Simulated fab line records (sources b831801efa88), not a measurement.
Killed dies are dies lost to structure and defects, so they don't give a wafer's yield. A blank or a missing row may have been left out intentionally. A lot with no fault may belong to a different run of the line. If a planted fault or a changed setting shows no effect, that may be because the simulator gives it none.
fab line records	flow sky130
record lots=13	wafers=39	last_day=51
route steps=708 shown VT_ADJUST_LVTN@117 VT_ADJUST_NCORE@129 LDD_LDN@301 SD_P@327 LI_CONTACT@376
lots that met no fault: from a run of the same line without faults
start_h: hours from the record's opening day to when the first of the lot's shown wafers began	wait_h: time in hours since the lot's previous step	" the same as in the row above	L1.1+2: a single row standing in for several wafers	- no value present, or no start provided	* or withheld: withheld	< > ~ a bound
route shown NAME@n: names a module that has steps shown in the file, with the first one's number in the route	usual: mean and standard deviation over wafers with no fault	same: alike in all rows	chamber/n: place in a boat	sites: per-site readings	_std_site: standard deviation of those values	_edge_site: the outer-site mean with the inner-site mean subtracted	radius_mm: for every site, how far away it sits from the centre of the wafer	mask NAME#n: copy n	behind: the most recent tool/chamber to have shaped the wafer	hold: why the lot went on hold/how many hours it stayed there/how the hold came to an end	device: transistor that didn't switch, given as n, p or np	end of line: the same wafers' tests at the end of the route	for a step that has no rows: nothing shown but its recipe	killed: dies that structure and defects cost at the first sort, which is not the same as the wafer's yield	map: dies across one wafer; x = killed, . = not, _ = none there
set.NAME: setting as actually run; set.NAME@STEP: the setting as run at that earlier step	model.NAME: the simulator's own value behind a step, which no gauge read
a sample of lots followed through the steps of the route, with each step as a table and each wafer as a row
services: from which hour (start_h, from the record's first day; less than 0 if before it) a tool's chamber was out of use, for how many hours, and why
## steps
# step SKY_VT_ADJUST_LVTN_STRIP_20
# recipe chemistry=O2/N2	power_w=1400	pressure_mtorr=1500	platen_temp_c=withheld	o2_flow_sccm=3000	n2_flow_sccm=300	overash_fraction=0.5
# usual drypump_motor_current_A=5.87/0.29	oes_product_au=0.715/0.0049	strip_time_to_endpoint_s=14.17/0.047
lot.wafer	tool	chamber	start_h	wait_h	drypump_motor_current_A	oes_product_au	rf_hours_counter_h	strip_time_to_endpoint_s
L255.1	plasma_asher-02	1	177.47	0.1	6.35	0.727	6	14.13
L255.4	"	1	"	"	6.36	0.718	-	14.14
L255.5	"	1	"	"	6.35	0.715	-	14.12
L256.1	plasma_asher-04	0	178.49	0.1	6.20	0.710	49	14.18
L256.3	"	0	"	"	6.22	0.720	-	14.17
L256.5	"	0	"	"	6.19	0.711	-	14.13
L257.2	plasma_asher-03	1	187.28	0.1	5.61	0.713	36	14.26
L257.5	"	1	"	"	5.63	0.716	-	14.21
L257.6	"	0	"	"	5.66	0.710	-	14.24
L260.3	plasma_asher-03	0	207.77	0.1	5.69	0.718	-	14.23
L260.5	"	0	"	"	5.68	0.707	-	14.21
L260.6	"	1	"	"	5.62	0.709	-	14.18
L265.1	plasma_asher-02	1	236.54	0.1	6.35	0.931	10	-
L265.5	"	0	"	"	5.69	0.940	-	-
L265.6	"	1	"	"	6.35	0.936	-	-
L267.1	plasma_asher-04	0	255.42	0.1	6.22	0.722	57	14.09
L267.3	"	0	"	"	6.19	0.714	-	14.14
L267.6	"	0	"	"	6.18	0.712	-	14.15
L270.2	plasma_asher-03	0	268.02	0.1	5.69	0.710	44	14.20
L270.3	"	0	"	"	5.72	0.720	-	14.16
L270.4	"	1	"	"	5.59	0.710	-	14.21
L272.3	plasma_asher-04	1	282.22	0.1	5.66	0.711	-	14.09
L272.5	"	0	"	"	6.20	0.711	-	14.11
L272.6	"	1	"	"	5.67	0.713	-	14.12
L273.1	plasma_asher-04	1	287.19	0.1	5.66	0.716	60	14.18
L273.3	"	1	"	"	5.68	0.713	-	14.19
L273.6	"	1	"	"	5.66	0.716	-	14.22
L274.2	plasma_asher-03	0	295.43	0.1	5.69	0.719	46	14.14
L274.3	"	1	"	"	5.61	0.720	-	14.14
L274.5	"	0	"	"	5.67	0.719	-	14.16
L275.1	plasma_asher-02	1	301.58	0.1	6.35	0.714	17	14.08
L275.3	"	1	"	"	6.34	0.718	-	14.09
L275.5	"	1	"	"	6.33	0.718	-	14.15
L276.1	plasma_asher-03	1	318.62	0.1	5.63	0.725	49	14.21
L276.3	"	0	"	"	5.68	0.723	-	14.22
L276.6	"	0	"	"	5.67	0.714	-	14.25
L278.4	plasma_asher-04	0	325.37	0.1	6.19	0.721	-	14.17
L278.5	"	1	"	"	5.67	0.712	-	14.18
L278.6	"	0	"	"	6.12	0.724	-	14.21
# step SKY_VT_ADJUST_NCORE_STRIP_10
# recipe chemistry=O2/N2	power_w=1400	pressure_mtorr=1500	platen_temp_c=withheld	o2_flow_sccm=3000	n2_flow_sccm=300	overash_fraction=0.5
# usual drypump_motor_current_A=5.8/0.42	oes_product_au=0.716/0.0044	strip_time_to_endpoint_s=14.19/0.036
lot.wafer	tool	chamber	start_h	wait_h	drypump_motor_current_A	oes_product_au	rf_hours_counter_h	strip_time_to_endpoint_s
L255.1	plasma_asher-02	0	199.74	0.1	5.7	0.710	7	14.15
L255.4	"	0	"	"	5.7	0.720	-	14.20
L255.5	"	0	"	"	5.7	0.713	-	14.15
L256.1	plasma_asher-02	1	200.95	0.1	6.3	0.717	7	14.19
L256.3	"	1	"	"	6.3	0.714	-	14.21
L256.5	"	0	"	"	5.7	0.724	-	14.21
L257.2	plasma_asher-01	1	209.44	0.1	5.7	0.716	51	14.19
L257.5	"	1	"	"	5.7	0.715	-	14.19
L257.6	"	0	"	"	5.0	0.716	-	14.16
L260.3	plasma_asher-04	1	230.09	0.1	5.7	0.719	-	14.19
L260.5	"	1	"	"	5.7	0.714	-	14.21
L260.6	"	0	"	"	6.2	0.717	-	14.19
L265.1	plasma_asher-01	1	260.09	0.1	5.7	0.713	56	20.53
L265.5	"	0	"	"	5.0	0.724	-	20.52
L265.6	"	1	"	"	5.7	0.713	-	20.56
L267.1	plasma_asher-02	1	279.76	0.1	6.3	0.719	14	14.23
L267.3	"	0	"	"	5.7	0.724	-	14.24
L267.6	"	1	"	"	6.3	0.713	-	14.23
L270.2	plasma_asher-02	0	293.69	0.1	5.7	0.718	16	14.22
L270.3	"	1	"	"	6.3	0.712	-	14.20
L270.4	"	0	"	"	5.7	0.715	-	14.17
L272.3	plasma_asher-02	1	307.97	0.2	6.3	0.718	-	14.17
L272.5	"	1	"	"	6.3	0.718	-	14.19
L272.6	"	0	"	"	5.7	0.718	-	14.18
L273.1	plasma_asher-02	1	312.41	0.1	6.3	0.723	17	14.19
L273.3	"	1	"	"	6.3	0.708	-	14.20
L273.6	"	1	"	"	6.3	0.717	-	14.20
L274.2	plasma_asher-04	1	322.01	0.1	5.7	0.719	63	14.21
L274.3	"	0	"	"	6.2	0.714	-	14.17
L274.5	"	0	"	"	6.2	0.721	-	14.20
L275.1	plasma_asher-04	0	327.59	0.1	6.2	0.711	64	14.10
L275.3	"	1	"	"	5.6	0.720	-	14.16
L275.5	"	0	"	"	6.2	0.723	-	14.12
L276.1	plasma_asher-04	1	346.20	0.1	5.7	0.719	66	14.19
L276.3	"	1	"	"	5.6	0.718	-	14.18
L276.6	"	1	"	"	5.7	0.717	-	14.21
L278.4	plasma_asher-01	0	353.24	0.1	5.0	0.724	-	14.17
L278.5	"	0	"	"	5.0	0.711	-	14.16
L278.6	"	1	"	"	5.7	0.720	-	14.12
# step SKY_VT_ADJUST_NCORE_TW_MEAS_11
# usual VT_ADJUST_NCORE_TW=218.8/2.5
lot.wafer	tool	chamber	start_h	wait_h	VT_ADJUST_NCORE_TW
L255.1	film_metro-03	-	199.84	0.1	215.9
L255.4	"	-	"	"	215.2
L255.5	"	-	"	"	215.4
L256.1	film_metro-02	-	201.05	0.1	222.2
L256.3	"	-	"	"	222.7
L256.5	"	-	"	"	221.9
L257.2	film_metro-02	-	209.55	0.1	221.8
L257.5	"	-	"	"	221.1
L257.6	"	-	"	"	222.2
L260.3	film_metro-03	-	230.18	0.1	215.1
L260.5	"	-	"	"	216.0
L260.6	"	-	"	"	213.8
L265.1	film_metro-01	-	260.19	0.1	30.2
L265.5	"	-	"	"	30.1
L265.6	"	-	"	"	30.1
L267.1	film_metro-01	-	279.86	0.1	220.9
L267.3	"	-	"	"	220.1
L267.6	"	-	"	"	220.1
L270.2	film_metro-01	-	293.80	0.1	219.7
L270.3	"	-	"	"	220.6
L270.4	"	-	"	"	220.0
L272.3	film_metro-03	-	308.06	0.1	215.9
L272.5	"	-	"	"	215.7
L272.6	"	-	"	"	215.0
L273.1	film_metro-03	-	312.51	0.1	216.0
L273.3	"	-	"	"	216.2
L273.6	"	-	"	"	215.2
L274.2	film_metro-02	-	322.12	0.1	221.6
L274.3	"	-	"	"	219.4
L274.5	"	-	"	"	219.6
L275.1	film_metro-01	-	327.69	0.1	219.8
L275.3	"	-	"	"	219.8
L275.5	"	-	"	"	218.7
L276.1	film_metro-02	-	346.30	0.1	222.8
L276.3	"	-	"	"	222.5
L276.6	"	-	"	"	222.1
L278.4	film_metro-02	-	353.33	0.1	223.8
L278.5	"	-	"	"	222.8
L278.6	"	-	"	"	222.0
# step SKY_LDD_LDN_STRIP_12
# recipe chemistry=O2/N2	power_w=1400	pressure_mtorr=1500	platen_temp_c=withheld	o2_flow_sccm=3000	n2_flow_sccm=300	overash_fraction=0.5
# usual drypump_motor_current_A=5.87/0.27	oes_product_au=0.715/0.0044	strip_time_to_endpoint_s=14.18/0.039
lot.wafer	tool	chamber	start_h	wait_h	drypump_motor_current_A	oes_product_au	rf_hours_counter_h	strip_time_to_endpoint_s
L256.1	plasma_asher-04	1	556.59	0.1	5.71	0.715	13	14.25
L256.3	"	0	"	"	6.22	0.713	-	14.26
L256.5	"	1	"	"	5.71	0.711	-	14.21
L255.1	plasma_asher-03	0	556.88	0.1	5.66	0.720	74	14.17
L255.4	"	1	"	"	5.65	0.715	-	14.18
L255.5	"	1	"	"	5.64	0.716	-	14.17
L257.2	plasma_asher-03	0	570.06	0.1	5.66	0.709	75	14.22
L257.5	"	0	"	"	5.70	0.724	-	14.17
L257.6	"	1	"	"	5.60	0.710	-	14.19
L260.3	plasma_asher-04	1	592.97	0.1	5.65	0.713	-	14.15
L260.5	"	0	"	"	6.23	0.713	-	14.17
L260.6	"	1	"	"	5.68	0.712	-	14.14
L265.1	plasma_asher-04	0	625.71	0.1	6.13	0.713	19	14.13
L265.5	"	1	"	"	5.70	0.712	-	14.11
L265.6	"	0	"	"	6.17	0.707	-	14.08
L267.1	plasma_asher-03	1	654.53	0.1	5.64	0.718	84	14.13
L267.3	"	0	"	"	5.68	0.724	-	14.12
L267.6	"	0	"	"	5.72	0.715	-	14.11
L270.2	plasma_asher-04	0	667.56	0.1	6.17	0.716	23	14.19
L270.3	"	0	"	"	6.20	0.719	-	14.20
L270.4	"	1	"	"	5.70	0.713	-	14.22
L272.3	plasma_asher-04	0	683.87	0.1	6.24	0.713	-	14.15
L272.5	"	0	"	"	6.23	0.720	-	14.13
L272.6	"	1	"	"	5.69	0.716	-	14.15
L273.1	plasma_asher-04	1	687.66	0.1	5.69	0.719	25	14.21
L273.3	"	0	"	"	6.17	0.708	-	14.20
L273.6	"	0	"	"	6.12	0.710	-	14.21
L274.2	plasma_asher-02	1	697.52	0.1	6.34	0.715	52	14.15
L274.3	"	1	"	"	6.34	0.721	-	14.16
L274.5	"	0	"	"	5.68	0.717	-	14.14
L275.1	plasma_asher-04	0	704.29	0.1	6.22	0.714	27	14.23
L275.3	"	0	"	"	6.22	0.714	-	14.22
L275.5	"	1	"	"	5.69	0.716	-	14.22
L276.1	plasma_asher-04	0	721.54	0.1	6.20	0.711	29	14.16
L276.3	"	0	"	"	6.19	0.720	-	14.16
L276.6	"	0	"	"	6.19	0.714	-	14.20
L278.4	plasma_asher-03	0	728.62	0.1	5.65	0.713	-	14.21
L278.5	"	1	"	"	5.60	0.715	-	14.14
L278.6	"	0	"	"	5.66	0.706	-	14.11
# step SKY_SD_P_CD_MEAS_07
# recipe target_cd_nm=380
# usual cd_nm=380.5/2.3
lot.wafer	tool	chamber	start_h	wait_h	cd_nm
L256.1	cd_sem-02	-	618.75	0.1	383.2
L256.3	"	-	"	"	382.4
L256.5	"	-	"	"	382.7
L255.1	cd_sem-02	-	619.50	0.1	382.7
L255.4	"	-	"	"	382.6
L255.5	"	-	"	"	382.1
L257.2	cd_sem-01	-	631.57	0.1	378.5
L257.5	"	-	"	"	379.8
L257.6	"	-	"	"	378.1
L260.3	cd_sem-02	-	653.24	0.1	379.6
L260.5	"	-	"	"	380.1
L260.6	"	-	"	"	381.9
L265.1	cd_sem-01	-	684.95	0.1	382.8
L265.5	"	-	"	"	382.6
L265.6	"	-	"	"	381.1
L267.1	cd_sem-01	-	713.95	0.1	378.2
L267.3	"	-	"	"	377.8
L267.6	"	-	"	"	379.4
L270.2	cd_sem-02	-	725.77	0.1	381.3
L270.3	"	-	"	"	382.9
L270.4	"	-	"	"	380.0
L272.3	cd_sem-01	-	742.19	0.1	377.9
L272.5	"	-	"	"	378.2
L272.6	"	-	"	"	380.2
L273.1	cd_sem-01	-	745.80	0.1	380.0
L273.3	"	-	"	"	381.4
L273.6	"	-	"	"	378.2
L274.2	cd_sem-02	-	756.27	0.1	380.2
L274.3	"	-	"	"	380.3
L274.5	"	-	"	"	380.6
L275.1	cd_sem-01	-	763.45	0.1	382.5
L275.3	"	-	"	"	382.0
L275.5	"	-	"	"	382.4
L276.1	cd_sem-02	-	777.95	0.1	380.4
L276.3	"	-	"	"	380.6
L276.6	"	-	"	"	380.0
L278.4	cd_sem-01	-	785.71	0.1	381.0
L278.5	"	-	"	"	381.9
L278.6	"	-	"	"	381.5
# step SKY_LI_CONTACT_ETCH_14
# recipe chemistry=N2/H2	target=BARC	ion_energy_ev=200	source_w=500	bias_w=100	pressure_mtorr=30	n2_flow_sccm=100	h2_flow_sccm=200	stop_on=SiO2	time_s=45.9	target_depth_a=600
# usual drypump_motor_current_A=5.9/0.45	oes_product_au=0.851/0.0053	throttle_valve_pct=13.225/0.0094
lot.wafer	tool	chamber	start_h	wait_h	drypump_motor_current_A	oes_product_au	rf_hours_counter_h	throttle_valve_pct
L256.1	rie_diel-02	3	708.10	0.0	5.6	0.849	5	13.227
L256.3	"	1	"	"	6.6	0.855	38	13.218
L256.5	"	3	"	"	5.6	0.854	-	13.237
L255.1	rie_diel-03	2	708.56	0.0	5.2	0.850	2	13.233
L255.4	"	3	"	"	6.4	0.844	3	13.216
L255.5	"	2	"	"	5.2	0.844	-	13.221
L257.2	rie_diel-04	2	719.00	0.0	5.5	0.856	7	13.246
L257.5	"	2	"	"	5.5	0.858	-	13.220
L257.6	"	0	"	"	5.5	0.852	-	13.237
L260.3	rie_diel-02	3	741.01	0.0	5.6	0.851	5	13.236
L260.5	"	0	"	"	5.7	0.848	-	13.227
L260.6	"	1	"	"	6.6	0.856	-	13.244
L265.1	rie_diel-04	2	772.21	0.0	5.5	0.858	9	13.230
L265.5	"	3	"	"	5.7	0.846	-	13.224
L265.6	"	0	"	"	5.5	0.853	-	13.224
L267.1	rie_diel-02	1	799.76	0.0	6.6	0.847	0	13.229
L267.3	"	0	"	"	5.7	0.862	16	13.213
L267.6	"	1	"	"	6.6	0.850	-	13.211
L270.2	rie_diel-03	2	809.65	0.0	5.2	0.855	4	13.232
L270.3	"	3	"	"	6.4	0.850	5	13.248
L270.4	"	1	"	"	5.8	0.848	7	13.228
L272.3	rie_diel-04	1	826.35	0.0	5.8	0.856	6	13.225
L272.5	"	3	"	"	5.6	0.850	-	13.225
L272.6	"	0	"	"	5.5	0.853	-	13.218
L273.1	rie_diel-03	1	830.11	0.0	5.8	0.856	8	13.220
L273.3	"	0	"	"	5.7	0.849	15	13.202
L273.6	"	2	"	"	5.2	0.852	-	13.224
L274.2	rie_diel-03	1	840.05	0.0	5.8	0.851	8	13.216
L274.3	"	0	"	"	5.7	0.849	16	13.218
L274.5	"	0	"	"	5.7	0.851	-	13.213
L275.1	rie_diel-02	1	845.56	0.0	6.6	0.847	1	13.213
L275.3	"	0	"	"	5.7	0.863	17	13.220
L275.5	"	1	"	"	6.6	0.850	-	13.226
L276.1	rie_diel-02	0	861.05	0.0	5.7	0.855	18	13.244
L276.3	"	3	"	"	5.6	0.853	8	13.222
L276.6	"	3	"	"	5.6	0.845	-	13.224
L278.4	rie_diel-04	3	867.89	0.0	5.7	0.850	-	13.197
L278.5	"	2	"	"	5.5	0.854	-	13.239
L278.6	"	0	"	"	5.5	0.846	-	13.228
## services
tool	chamber	start_h	hours	kind
plasma_asher-02	-	182.09	9.5	repair
plasma_asher-03	-	250.99	3.5	repair
rie_diel-02	3	253.23	3.2	repair
plasma_asher-02	-	258.90	4.5	repair
rie_diel-02	1	379.84	8.0	repair
plasma_asher-04	-	420.62	2.8	pm
plasma_asher-04	-	423.37	9.0	pm
rie_diel-02	1	424.03	10.5	repair
plasma_asher-02	-	430.04	33.2	repair
plasma_asher-02	-	454.51	1.5	repair
rie_diel-02	-	476.11	2.8	pm
rie_diel-02	3	480.02	10.0	repair
plasma_asher-02	-	540.25	4.5	repair
rie_diel-02	2	558.36	6.4	repair
rie_diel-02	3	565.03	1.7	repair
plasma_asher-02	-	610.50	2.8	pm
plasma_asher-04	-	611.18	10.0	pm
plasma_asher-02	-	647.92	0.8	repair
plasma_asher-03	-	659.71	3.3	repair
plasma_asher-02	-	709.48	14.6	pm
plasma_asher-02	-	737.52	0.7	repair
plasma_asher-04	-	749.94	14.6	pm
plasma_asher-02	-	802.50	4.5	repair
plasma_asher-03	-	825.60	2.8	pm
## key
first_sign step=SKY_VT_ADJUST_LVTN_STRIP_20	reading=oes_product_au	direction=up	sigmas=45	usual=0.715	struck=0.936
effect step=SKY_VT_ADJUST_NCORE_STRIP_10	reading=strip_time_to_endpoint_s	direction=up	sigmas=99+	usual=*	struck=*
effect step=SKY_VT_ADJUST_NCORE_TW_MEAS_11	reading=VT_ADJUST_NCORE_TW	direction=down	sigmas=75	usual=218.8	struck=30.1
met_at SKY_VT_ADJUST_LVTN_STRIP_20
struck_lots L265
sort_left_out L265.1,L265.5,L265.6
tester_left_out L265
not_acting_at SKY_LDD_LDN_STRIP_12,SKY_SD_P_CD_MEAS_07,SKY_LI_CONTACT_ETCH_14
onset_between 177.47 236.54
fault kind=strip_aborted	tool=plasma_asher-02	chamber=-	onset_h=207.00	steps=SKY_VT_ADJUST_LVTN_STRIP_20	offset=0.63329	end_h=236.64
# tester_left_out: of these lots the tester's yield and bins aren't shown, on N5 and GAA mostly nor the transistor test; their killed dies are dies lost to structure and defects alone, not to doping, threshold or leakage, so they don't give the yield
# sort_left_out: the simulated sort isn't trusted on such a fault, so these wafers' sort isn't shown, and their yield isn't known
